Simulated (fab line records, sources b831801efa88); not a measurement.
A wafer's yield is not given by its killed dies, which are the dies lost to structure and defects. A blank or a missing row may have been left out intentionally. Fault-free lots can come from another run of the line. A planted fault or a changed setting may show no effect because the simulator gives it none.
Which tool was responsible?    flow gf180mcu    6 lots, 18 wafers sampled, at 2 steps of a route of 602

## WHAT THE GAUGES SHOWED, per wafer
GF_STI_THK_MEAS_04.
lot   measured     on             STI_CVD_03_THK (nm)
L109  day 1 18:39  film_metro-02  209.9 208.5 210.0
L112  day 2 09:35  film_metro-04  206.3 207.7 207.3
L115  day 3 01:23  film_metro-02  208.5 208.9 207.3
L117  day 3 10:37  film_metro-02  206.4 205.1 207.0
L125  day 5 02:34  film_metro-04  160.6 160.4 160.8
L130  day 6 03:34  film_metro-02  208.4 208.0 207.8

## EACH LOT AND THE TOOL THAT RAN IT (in order: tool; ch and the chambers of the sampled wafers; start)
lot   GF_STI_CVD_03
L109  lpcvd-02 ch 1, day 1 16:40
L112  lpcvd-02 ch 1, day 2 07:34
L115  lpcvd-02 ch 0, day 2 23:24
L117  lpcvd-01 ch 0, day 3 08:37
L125  lpcvd-01 ch 1, day 5 00:34
L130  lpcvd-02 ch 1, day 6 01:34
- GF_STI_CVD_03: deposits Si3N4 from DCS/NH3, target thk 207.16 nm, time 3551 s.

## THE ANSWER, worked out from the rows above alone
Rule: the lots themselves supply what counts as usual. Put in order of their means at a reading, lots are off if they are a third of the lots or fewer, leave a main group of 4 or more, and stand apart from it by a gap of 3 or more times the standard deviation of the main group's means; of several such gaps the widest counts. If all means in a main group match to the digits the tables above print for the reading, that group is not used. Also off: a lot with no number at a reading for which 4 or more lots have one. The other lots that the step has rows for count as sound.
Off: L125, seen at GF_STI_THK_MEAS_04 (STI_CVD_03_THK). For the main group the mean is 207.8 nm and the standard deviation 1.1.
If a tool, at a process step before that reading, ran all the lots that are off and no sound lot after the first of them, it fits. Those tools and the gauges at GF_STI_THK_MEAS_04 are tried in the same way. 2 tools fit, lpcvd-01 at GF_STI_CVD_03 and film_metro-04 at GF_STI_THK_MEAS_04, so this cannot tell which one it is.

## WHAT HAD BEEN PUT IN BY THE SIMULATOR
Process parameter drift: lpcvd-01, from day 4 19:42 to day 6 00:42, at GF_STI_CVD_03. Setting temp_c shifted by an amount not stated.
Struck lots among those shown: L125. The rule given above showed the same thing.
